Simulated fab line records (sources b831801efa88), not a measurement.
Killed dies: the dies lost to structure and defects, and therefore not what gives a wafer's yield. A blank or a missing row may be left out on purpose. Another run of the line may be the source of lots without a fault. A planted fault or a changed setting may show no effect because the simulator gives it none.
fab line records | flow sky130
record lots=14 | wafers=42 | lastDay=50
route steps=708 shown POLY_CUT@315 SD_P@328 SD_N@346 LI_CONTACT@375
lots that met no fault: from a run of the same line without faults
startH: the number of hours between the record's first day and the start of the first shown wafer of the lot | waitH: time in hours since the lot's previous step | " the same as in the row above | L1.1+2: several wafers, shown together as one row | - no value present, or no start provided | * or withheld: withheld | < > ~ a bound
route shown NAME@n: a module of which the file shows steps, and the number in the route of the first | usual: mean/standard deviation of fault-free wafers | same: alike in all rows | chamber/n: place in a boat | sites: readings site by site | _std_site: standard deviation across them | _edge_site: outer sites' mean less inner sites' | radiusMm: for every site, how far away it sits from the centre of the wafer | mask NAME#n: copy n | behind: the most recent tool/chamber to have shaped the wafer | hold: cause of the lot's hold/its duration in hours/its outcome | device: transistor that didn't switch, given as n, p or np | end of line: the route-end tests of the same wafers | a step with no rows: only its recipe | killed: count of dies lost to structure and defects at first sort (not the wafer's yield) | map: shows each die of a wafer: x if killed, . if not, _ if none is there
set.NAME: setting as actually run; set.NAME@STEP: the setting as run at that earlier step | model.NAME: the simulator's own value behind a step, which no gauge read
a sample of lots followed through the steps of the route, with each step as a table and each wafer as a row
services: when a tool's chamber went out of use (startH, in hours from the record's first day, below 0 if earlier), for how many hours, and the reason
## steps
# step SKY_POLY_CUT_CD_MEAS_08
# recipe targetCdNm=270
# usual cdNm=270.5/1.5
lot.wafer | tool     | chamber | startH | waitH | cdNm
L449.1    | cdSem-02 | -       | 554.06 | -     | 271.6
L449.5    | "        | -       | "      | "     | 271.3
L449.6    | "        | -       | "      | "     | 270.2
L450.1    | cdSem-01 | -       | 564.55 | -     | 271.0
L450.2    | "        | -       | "      | "     | 270.0
L450.5    | "        | -       | "      | "     | 272.7
L451.1    | cdSem-01 | -       | 577.70 | -     | 270.2
L451.2    | "        | -       | "      | "     | 271.0
L451.4    | "        | -       | "      | "     | 270.3
L453.3    | cdSem-01 | -       | 586.94 | -     | 273.2
L453.4    | "        | -       | "      | "     | 270.6
L453.6    | "        | -       | "      | "     | 271.1
L454.2    | cdSem-02 | -       | 603.37 | -     | 274.0
L454.4    | "        | -       | "      | "     | 273.2
L454.5    | "        | -       | "      | "     | 272.2
L455.3    | cdSem-02 | -       | 604.20 | -     | 272.2
L455.5    | "        | -       | "      | "     | 271.7
L455.6    | "        | -       | "      | "     | 270.2
L463.1    | cdSem-02 | -       | 676.66 | -     | 268.4
L463.2    | "        | -       | "      | "     | 268.6
L463.5    | "        | -       | "      | "     | 268.1
L464.2    | cdSem-02 | -       | 724.88 | -     | 269.4
L464.3    | "        | -       | "      | "     | 270.5
L464.5    | "        | -       | "      | "     | 271.5
L465.3    | cdSem-01 | -       | 725.89 | -     | 268.3
L465.4    | "        | -       | "      | "     | 269.3
L465.6    | "        | -       | "      | "     | 269.1
L467.2    | cdSem-02 | -       | 726.48 | -     | 269.6
L467.3    | "        | -       | "      | "     | 269.5
L467.6    | "        | -       | "      | "     | 269.5
L468.1    | cdSem-01 | -       | 728.40 | -     | 269.9
L468.2    | "        | -       | "      | "     | 269.6
L468.3    | "        | -       | "      | "     | 270.5
L469.2    | cdSem-02 | -       | 732.82 | -     | 272.8
L469.4    | "        | -       | "      | "     | 271.9
L469.6    | "        | -       | "      | "     | 271.1
L471.2    | cdSem-01 | -       | 735.43 | -     | 268.2
L471.3    | "        | -       | "      | "     | 269.6
L471.5    | "        | -       | "      | "     | 268.0
L472.2    | cdSem-01 | -       | 748.23 | -     | 270.4
L472.5    | "        | -       | "      | "     | 270.2
L472.6    | "        | -       | "      | "     | 269.9
# step SKY_SD_P_OVL_MEAS_08
# usual SD_P_OVL=0.5/1.4
lot.wafer | tool       | chamber | startH | waitH | SD_P_OVL[nm]
L449.1    | overlay-01 | -       | 583.68 | 0.1   | 2.7
L449.5    | "          | -       | "      | "     | 2.8
L449.6    | "          | -       | "      | "     | 1.3
L450.1    | overlay-01 | -       | 593.68 | 0.1   | 0.0
L450.2    | "          | -       | "      | "     | 1.6
L450.5    | "          | -       | "      | "     | 2.4
L451.1    | overlay-02 | -       | 606.82 | 0.1   | 0.8
L451.2    | "          | -       | "      | "     | 1.8
L451.4    | "          | -       | "      | "     | 1.3
L453.3    | overlay-02 | -       | 616.54 | 0.1   | 1.5
L453.4    | "          | -       | "      | "     | 1.2
L453.6    | "          | -       | "      | "     | -0.3
L454.2    | overlay-01 | -       | 632.88 | 0.1   | 1.2
L454.4    | "          | -       | "      | "     | -0.2
L454.5    | "          | -       | "      | "     | 2.4
L455.3    | overlay-02 | -       | 633.73 | 0.1   | -0.4
L455.5    | "          | -       | "      | "     | 1.8
L455.6    | "          | -       | "      | "     | 0.0
L463.1    | overlay-02 | -       | 703.97 | 0.1   | -0.5
L463.2    | "          | -       | "      | "     | -0.3
L463.5    | "          | -       | "      | "     | -3.6
L464.2    | overlay-01 | -       | 751.59 | 0.1   | -2.2
L464.3    | "          | -       | "      | "     | -0.8
L464.5    | "          | -       | "      | "     | -0.3
L465.3    | overlay-01 | -       | 753.78 | 0.1   | 0.9
L465.4    | "          | -       | "      | "     | -0.3
L465.6    | "          | -       | "      | "     | 0.6
L467.2    | overlay-02 | -       | 754.08 | 0.1   | -0.5
L467.3    | "          | -       | "      | "     | 1.4
L467.6    | "          | -       | "      | "     | -0.2
L468.1    | overlay-01 | -       | 756.02 | 0.1   | -0.8
L468.2    | "          | -       | "      | "     | 0.7
L468.3    | "          | -       | "      | "     | -1.1
L469.2    | overlay-02 | -       | 760.28 | 0.1   | 1.6
L469.4    | "          | -       | "      | "     | -0.4
L469.6    | "          | -       | "      | "     | 1.6
L471.2    | overlay-02 | -       | 762.44 | 0.1   | 0.1
L471.3    | "          | -       | "      | "     | -0.5
L471.5    | "          | -       | "      | "     | -0.2
L472.2    | overlay-01 | -       | 774.83 | 0.1   | -0.3
L472.5    | "          | -       | "      | "     | -0.3
L472.6    | "          | -       | "      | "     | 0.0
# step SKY_SD_N_EXPOSE_04
# recipe maskId=NSDM | na=0.6 | sourceShape=conventional | sigmaOuter=0.6 | polarization=unpolarized | targetCdNm=380 | doseMj=141
# usual exposureDoseMJCm2=141.02/0.13 | focusOffsetNm=-0.1/0.54
lot.wafer | tool            | chamber | startH | waitH | mask   | exposureDoseMJCm2 | focusOffsetNm
L449.1    | ilineStepper-02 | 0       | 628.18 | -     | NSDM#0 | 140.86            | -0.8
L449.5    | "               | 0       | "      | "     | NSDM#0 | 141.00            | 0.5
L449.6    | "               | 0       | "      | "     | NSDM#0 | 141.13            | 0.1
L450.1    | ilineStepper-02 | 0       | 638.41 | -     | NSDM#0 | 141.12            | 0.4
L450.2    | "               | 0       | "      | "     | NSDM#0 | 141.10            | 0.3
L450.5    | "               | 0       | "      | "     | NSDM#0 | 141.00            | 0.0
L451.1    | ilineStepper-02 | 0       | 650.06 | -     | NSDM#0 | 141.06            | -0.2
L451.2    | "               | 0       | "      | "     | NSDM#0 | 141.02            | 0.2
L451.4    | "               | 0       | "      | "     | NSDM#0 | 141.03            | 1.1
L453.3    | ilineStepper-02 | 0       | 660.23 | -     | NSDM#0 | 140.85            | 0.3
L453.4    | "               | 0       | "      | "     | NSDM#0 | 141.17            | 0.1
L453.6    | "               | 0       | "      | "     | NSDM#0 | 140.92            | -0.2
L454.2    | ilineStepper-02 | -       | 675.13 | -     | NSDM#0 | -                 | -
L454.4    | "               | -       | "      | "     | NSDM#0 | -                 | -
L454.5    | "               | -       | "      | "     | NSDM#0 | -                 | -
L455.3    | ilineStepper-02 | -       | 676.05 | -     | NSDM#0 | -                 | -
L455.5    | "               | -       | "      | "     | NSDM#0 | -                 | -
L455.6    | "               | -       | "      | "     | NSDM#0 | -                 | -
L463.1    | ilineStepper-02 | 0       | 745.65 | -     | NSDM#0 | 141.05            | 0.3
L463.2    | "               | 0       | "      | "     | NSDM#0 | 141.07            | -0.1
L463.5    | "               | 0       | "      | "     | NSDM#0 | 141.03            | -0.5
L464.2    | ilineStepper-02 | 0       | 790.88 | -     | NSDM#0 | 141.08            | -1.2
L464.3    | "               | 0       | "      | "     | NSDM#0 | 140.91            | -0.3
L464.5    | "               | 0       | "      | "     | NSDM#0 | 140.97            | -0.9
L465.3    | ilineStepper-02 | 0       | 792.05 | -     | NSDM#0 | 140.90            | 0.2
L465.4    | "               | 0       | "      | "     | NSDM#0 | 141.03            | -0.3
L465.6    | "               | 0       | "      | "     | NSDM#0 | 140.77            | -0.1
L467.2    | ilineStepper-02 | 0       | 793.98 | -     | NSDM#0 | 141.08            | 0.1
L467.3    | "               | 0       | "      | "     | NSDM#0 | 140.85            | 1.0
L467.6    | "               | 0       | "      | "     | NSDM#0 | 141.01            | -0.4
L468.1    | ilineStepper-02 | 0       | 796.15 | -     | NSDM#0 | 140.89            | -0.6
L468.2    | "               | 0       | "      | "     | NSDM#0 | 141.19            | -0.5
L468.3    | "               | 0       | "      | "     | NSDM#0 | 141.01            | -0.9
L469.2    | ilineStepper-01 | 0       | 800.75 | -     | NSDM#0 | 141.03            | 0.3
L469.4    | "               | 0       | "      | "     | NSDM#0 | 141.15            | 0.9
L469.6    | "               | 0       | "      | "     | NSDM#0 | 141.12            | 0.5
L471.2    | ilineStepper-01 | 0       | 803.37 | -     | NSDM#0 | 140.86            | -0.7
L471.3    | "               | 0       | "      | "     | NSDM#0 | 141.19            | -0.5
L471.5    | "               | 0       | "      | "     | NSDM#0 | 140.87            | 0.4
L472.2    | ilineStepper-02 | 0       | 814.15 | -     | NSDM#0 | 140.84            | -0.6
L472.5    | "               | 0       | "      | "     | NSDM#0 | 141.06            | -0.5
L472.6    | "               | 0       | "      | "     | NSDM#0 | 140.76            | -1.4
# step SKY_LI_CONTACT_OVL_MEAS_13
# usual LI_CONTACT_OVL=1/4.3
lot.wafer | tool       | chamber | startH | waitH | LI_CONTACT_OVL[nm]
L449.1    | overlay-01 | -       | 671.78 | 0.1   | 1
L449.5    | "          | -       | "      | "     | 0
L449.6    | "          | -       | "      | "     | 7
L450.1    | overlay-01 | -       | 681.28 | 0.1   | -2
L450.2    | "          | -       | "      | "     | 2
L450.5    | "          | -       | "      | "     | -4
L451.1    | overlay-02 | -       | 693.68 | 0.1   | 10
L451.2    | "          | -       | "      | "     | -3
L451.4    | "          | -       | "      | "     | -1
L453.3    | overlay-01 | -       | 702.74 | 0.1   | -3
L453.4    | "          | -       | "      | "     | -9
L453.6    | "          | -       | "      | "     | -4
L454.2    | overlay-02 | -       | 718.13 | 0.1   | 5
L454.4    | "          | -       | "      | "     | 3
L454.5    | "          | -       | "      | "     | 4
L455.3    | overlay-01 | -       | 720.39 | 0.1   | 5
L455.5    | "          | -       | "      | "     | 5
L455.6    | "          | -       | "      | "     | -2
L463.1    | overlay-02 | -       | 787.17 | 0.1   | 2
L463.2    | "          | -       | "      | "     | 0
L463.5    | "          | -       | "      | "     | 4
L464.2    | overlay-01 | -       | 833.34 | 0.1   | 1
L464.3    | "          | -       | "      | "     | -4
L464.5    | "          | -       | "      | "     | -3
L465.3    | overlay-02 | -       | 833.70 | 0.1   | 3
L465.4    | "          | -       | "      | "     | 4
L465.6    | "          | -       | "      | "     | 12
L467.2    | overlay-02 | -       | 835.83 | 0.1   | -3
L467.3    | "          | -       | "      | "     | -8
L467.6    | "          | -       | "      | "     | 5
L468.1    | overlay-02 | -       | 838.07 | 0.1   | 0
L468.2    | "          | -       | "      | "     | -2
L468.3    | "          | -       | "      | "     | -5
L469.2    | overlay-02 | -       | 841.19 | 0.1   | -1
L469.4    | "          | -       | "      | "     | -5
L469.6    | "          | -       | "      | "     | -11
L471.2    | overlay-02 | -       | 844.04 | 0.1   | 0
L471.3    | "          | -       | "      | "     | -7
L471.5    | "          | -       | "      | "     | -6
L472.2    | overlay-02 | -       | 855.14 | 0.1   | 2
L472.5    | "          | -       | "      | "     | 1
L472.6    | "          | -       | "      | "     | 2
## services
tool            | chamber | startH | hours | kind
ilineStepper-01 | -       | 655.02 | 4.6   | repair
ilineStepper-02 | 0       | 663.51 | -     | calibration
ilineStepper-02 | -       | 683.43 | 2.1   | repair
ilineStepper-02 | -       | 781.48 | 1.7   | pm
ilineStepper-01 | 0       | 804.13 | -     | calibration
ilineStepper-01 | -       | 804.87 | 2.3   | repair
ilineStepper-01 | -       | 808.27 | 1.7   | pm
## key
firstSign step=SKY_SD_N_EXPOSE_04 | reading=toolRecord | direction=missing
effect none on later readings
metAt SKY_SD_N_EXPOSE_04
struckLots L454,L455
sortLeftOut L454.2,L454.4,L454.5,L455.3,L455.5,L455.6
testerLeftOut L454,L455
notActingAt SKY_POLY_CUT_CD_MEAS_08,SKY_SD_P_OVL_MEAS_08,SKY_LI_CONTACT_OVL_MEAS_13
onsetBetween 660.23 675.13
fault kind=skippedStepWhole | tool=ilineStepper-02 | chamber=- | onsetH=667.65 | steps=SKY_SD_N_EXPOSE_04 | scope=struckLotsOnly
# testerLeftOut: of these lots the tester's yield and bins aren't shown, on N5 and GAA mostly nor the transistor test; their killed dies are dies lost to structure and defects alone, not to doping, threshold or leakage, so they don't give the yield
# sortLeftOut: the simulated sort isn't trusted on such a fault, so these wafers' sort isn't shown, and their yield isn't known
